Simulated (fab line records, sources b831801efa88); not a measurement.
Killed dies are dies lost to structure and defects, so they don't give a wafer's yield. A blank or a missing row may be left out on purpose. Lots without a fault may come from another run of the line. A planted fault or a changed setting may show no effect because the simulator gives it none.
Which tool did it? | flow gf180mcu | 11 lots, 33 wafers sampled, at 6 steps of a route of 602

WHAT THE GAUGES READ, wafer by wafer
GF_V2_THK_MEAS_25: measures by xrf. Usual: V2_W_THK 345 nm, standard deviation 6.
lot  | measured     | on            | V2_W_THK (nm) | flag
L956 | day 20 01:24 | film_metro-02 | 341 347 344   |
L960 | day 21 18:33 | film_metro-01 | 346 345 343   |
L961 | day 22 06:07 | film_metro-04 | 346 354 355   |
L963 | day 22 22:48 | film_metro-02 | 347 343 345   |
L964 | day 23 07:13 | film_metro-02 | 342 344 344   |
L965 | day 23 16:41 | film_metro-04 | 344 349 345   |
L968 | day 24 17:07 | film_metro-01 | 340 340 347   |
L975 | day 27 00:17 | film_metro-04 | 355 351 354   |
L979 | day 28 02:54 | film_metro-01 | 333 335 328   |

WHICH TOOL RAN EACH LOT (tool, then ch and the chambers of the sampled wafers, then the start)
lot  | GF_CONTACT_ETCH_16                 | GF_CONTACT_ETCH_17                            | GF_CONTACT_STRIP_18                  | GF_M2_SPUTTER_01             | GF_V2_ETCH_17
L956 | rie_diel-02 ch 0,2, day 15 21:33   | rie_diel-02 ch 0,2, day 15 21:43 or earlier   | plasma_asher-01 ch 0,1, day 15 21:43 | pvd_sputter-01, day 17 23:04 | rie_diel-01 ch 1,2,3, day 20 01:24 or earlier
L960 | rie_diel-04 ch 0,1,3, day 17 11:33 | rie_diel-04 ch 0,1,3, day 17 11:43 or earlier | plasma_asher-01 ch 0,1, day 17 11:43 | pvd_sputter-02, day 19 15:48 | rie_diel-04 ch 0,1,2, day 21 18:33 or earlier
L961 | rie_diel-04 ch 0,1,2, day 18 01:58 | rie_diel-04 ch 0,1,2, day 18 02:07 or earlier | plasma_asher-01 ch 0, day 18 02:07   | pvd_sputter-01, day 20 05:15 | rie_diel-04 ch 1,3, day 22 06:07 or earlier
L963 | rie_diel-04 ch 1,3, day 18 16:27   | rie_diel-04 ch 1,3, day 18 16:37 or earlier   | plasma_asher-01 ch 0,1, day 18 16:37 | pvd_sputter-04, day 20 21:10 | rie_diel-01 ch 2,3, day 22 22:48 or earlier
L964 | rie_diel-04 ch 0,1,2, day 19 02:13 | rie_diel-04 ch 0,1,2, day 19 02:24 or earlier | plasma_asher-01 ch 0,1, day 19 02:24 | pvd_sputter-04, day 21 06:37 | rie_diel-01 ch 0,1,2, day 23 07:13 or earlier
L965 | rie_diel-01 ch 0,1, day 19 09:52   | rie_diel-01 ch 0,1, day 19 10:01 or earlier   | plasma_asher-01 ch 0,1, day 19 10:01 | pvd_sputter-04, day 21 15:10 | rie_diel-03 ch 2,3, day 23 16:41 or earlier
L968 | rie_diel-01 ch 0,1, day 20 15:15   | rie_diel-01 ch 0,1, day 20 15:25 or earlier   | plasma_asher-01 ch 0,1, day 20 15:25 | pvd_sputter-04, day 22 18:07 | rie_diel-03 ch 0,1,3, day 24 17:07 or earlier
L975 | rie_diel-01 ch 0,2,3, day 23 03:33 | rie_diel-01 ch 0,2,3, day 23 03:43 or earlier | plasma_asher-01 ch 0,1, day 23 03:43 | pvd_sputter-02, day 25 03:36 | rie_diel-03 ch 0,2,3, day 27 00:17 or earlier
L977 | rie_diel-01 ch 2,3, day 23 15:46   | rie_diel-01 ch 2,3, day 23 15:56 or earlier   | plasma_asher-01 ch 0,1, day 23 15:56 | -                            | -
L978 | rie_diel-01 ch 1,2, day 23 19:52   | rie_diel-01 ch 1,2, day 23 20:02 or earlier   | plasma_asher-04 ch 0,1, day 23 20:02 | -                            | -
L979 | rie_diel-01 ch 2,3, day 24 09:10   | rie_diel-01 ch 2,3, day 24 09:20 or earlier   | plasma_asher-01 ch 0,1, day 24 09:20 | pvd_sputter-04, day 26 07:59 | rie_diel-04 ch 0,1, day 28 02:54 or earlier
- GF_CONTACT_ETCH_16: etches BARC in N2/H2.
- GF_CONTACT_ETCH_17: etches SiO2 in C4F8/O2/Ar, stops on CoSi2, target depth 860 nm.
- GF_CONTACT_STRIP_18: strips in O2/N2.
- GF_M2_SPUTTER_01: material TiN, target thk 30 nm, time 25 s.
- GF_V2_ETCH_17: etches SiO2 in C4F8/O2/Ar, stops on TiN, target depth 630 nm.

WHAT THE TOOLS THEMSELVES READ (means of the sampled wafers that have a number; where no wafer has one, the mark that the record gives instead)
GF_CONTACT_ETCH_16. Usual: bias_w 100.0 W, standard deviation 0.3; chamber_pressure_mTorr 30.000 mTorr, standard deviation 0.03; drypump_motor_current_A 5.7 A, standard deviation 0.48; oes_product_au 0.856 a.u., standard deviation 0.0043; throttle_valve_pct 13.226 %, standard deviation 0.0089.
lot  | tool        | bias_w (W) | chamber_pressure_mTorr (mTorr) | drypump_motor_current_A (A) | oes_product_au (a.u.) | throttle_valve_pct (%) | flag
L956 | rie_diel-02 | 99.9       | 29.991                         | 5.5                         | 0.857                 | 13.227                 |
L960 | rie_diel-04 | 99.9       | 29.995                         | 5.7                         | 0.856                 | 13.224                 |
L961 | rie_diel-04 | 99.7       | 30.006                         | 5.8                         | 0.858                 | 13.223                 |
L963 | rie_diel-04 | 100.0      | 29.999                         | 5.7                         | 0.853                 | 13.225                 |
L964 | rie_diel-04 | 99.7       | 29.992                         | 5.8                         | 0.856                 | 13.217                 |
L965 | rie_diel-01 | 100.1      | 29.966                         | 5.4                         | 0.859                 | 13.218                 |
L968 | rie_diel-01 | 100.0      | 30.007                         | 5.4                         | 0.858                 | 13.229                 |
L975 | rie_diel-01 | 100.2      | 29.954                         | 6.1                         | 0.854                 | 13.223                 |
L977 | rie_diel-01 | -          | -                              | -                           | -                     | -                      | OFF
L978 | rie_diel-01 | -          | -                              | -                           | -                     | -                      | OFF
L979 | rie_diel-01 | 100.3      | 29.983                         | 6.4                         | 0.860                 | 13.231                 |

GF_CONTACT_ETCH_17. Usual: bias_w 1200 W, standard deviation 3.8; chamber_pressure_mTorr 40.00 mTorr, standard deviation 0.04; oes_product_au 0.814 a.u., standard deviation 0.005.
lot  | tool        | bias_w (W) | chamber_pressure_mTorr (mTorr) | oes_product_au (a.u.) | flag
L956 | rie_diel-02 | 1200       | 40.01                          | 0.815                 |
L960 | rie_diel-04 | 1201       | 40.02                          | 0.807                 |
L961 | rie_diel-04 | 1201       | 39.99                          | 0.808                 |
L963 | rie_diel-04 | 1199       | 39.97                          | 0.814                 |
L964 | rie_diel-04 | 1202       | 40.04                          | 0.817                 |
L965 | rie_diel-01 | 1199       | 40.03                          | 0.814                 |
L968 | rie_diel-01 | 1199       | 39.97                          | 0.809                 |
L975 | rie_diel-01 | 1204       | 39.98                          | 0.812                 |
L977 | rie_diel-01 | 1191       | 39.97                          | 0.372                 | OFF
L978 | rie_diel-01 | 1204       | 39.99                          | 0.375                 | OFF
L979 | rie_diel-01 | 1201       | 40.01                          | 0.814                 |

GF_CONTACT_STRIP_18. Usual: drypump_motor_current_A 5.7 A, standard deviation 0.4; heater_power_w 332 W, standard deviation 29; oes_product_au 0.580 a.u., standard deviation 0.0047; platen_temp_c 249.98 C, standard deviation 0.17.
lot  | tool            | drypump_motor_current_A (A) | heater_power_w (W) | oes_product_au (a.u.) | platen_temp_c (C) | flag
L956 | plasma_asher-01 | 5.6                         | 355                | 0.580                 | 249.91            |
L960 | plasma_asher-01 | 5.6                         | 331                | 0.583                 | 250.11            |
L961 | plasma_asher-01 | 5.5                         | 377                | 0.576                 | 249.75            |
L963 | plasma_asher-01 | 5.6                         | 330                | 0.583                 | 250.18            |
L964 | plasma_asher-01 | 5.6                         | 345                | 0.582                 | 249.98            |
L965 | plasma_asher-01 | 5.6                         | 329                | 0.580                 | 249.85            |
L968 | plasma_asher-01 | 5.6                         | 355                | 0.574                 | 249.91            |
L975 | plasma_asher-01 | 5.6                         | 328                | 0.577                 | 249.97            |
L977 | plasma_asher-01 | 5.6                         | 326                | 0.600                 | 250.04            | OFF
L978 | plasma_asher-04 | 5.5                         | 336                | 0.597                 | 250.05            | OFF
L979 | plasma_asher-01 | 5.6                         | 352                | 0.577                 | 250.05            |

GF_M2_SPUTTER_01. Usual: throttle_valve_pct 30.3 %, standard deviation 0.79.
lot  | tool           | throttle_valve_pct (%) | flag
L956 | pvd_sputter-01 | 29.6                   |
L960 | pvd_sputter-02 | 30.5                   |
L961 | pvd_sputter-01 | 30.4                   |
L963 | pvd_sputter-04 | 30.5                   |
L964 | pvd_sputter-04 | 30.5                   |
L965 | pvd_sputter-04 | 30.4                   |
L968 | pvd_sputter-04 | 30.9                   |
L975 | pvd_sputter-02 | 30.5                   |
L979 | pvd_sputter-04 | 31.0                   |

GF_V2_ETCH_17. Usual: bias_w 1200 W, standard deviation 3.6; chamber_pressure_mTorr 39.99 mTorr, standard deviation 0.043; oes_product_au 0.856 a.u., standard deviation 0.0045.
lot  | tool        | bias_w (W) | chamber_pressure_mTorr (mTorr) | oes_product_au (a.u.) | flag
L956 | rie_diel-01 | 1200       | 40.01                          | 0.855                 |
L960 | rie_diel-04 | 1199       | 40.01                          | 0.857                 |
L961 | rie_diel-04 | 1202       | 39.94                          | 0.858                 |
L963 | rie_diel-01 | 1200       | 40.02                          | 0.853                 |
L964 | rie_diel-01 | 1199       | 40.01                          | 0.854                 |
L965 | rie_diel-03 | 1199       | 39.95                          | 0.852                 |
L968 | rie_diel-03 | 1200       | 39.99                          | 0.855                 |
L975 | rie_diel-03 | 1202       | 39.99                          | 0.855                 |
L979 | rie_diel-04 | 1198       | 40.02                          | 0.854                 |

THE ANSWER, worked out from the rows above alone
Rule: a lot is off if the mean of its wafers that have a number lies more than 3 standard deviations from the usual mean. A lot without any number at a reading at which 4 lots or more have one is off too. The other lots that the step has rows for count as sound. The gauges are gone through in route order, then the tools' own readings, and for those a lot's mean is taken as printed above. The first step at which some lot is off is used, and at that step the reading that is off furthest; a lot without a number counts as furthest.
Off: L977, L978, at GF_CONTACT_ETCH_16 (bias_w). Without a number there: L977, L978.
A tool fits if, at that step or a process step before it, it ran every lot that is off, and no sound lot after the first of them. None of those tried fits.

WHAT THE SIMULATOR HAD PUT IN
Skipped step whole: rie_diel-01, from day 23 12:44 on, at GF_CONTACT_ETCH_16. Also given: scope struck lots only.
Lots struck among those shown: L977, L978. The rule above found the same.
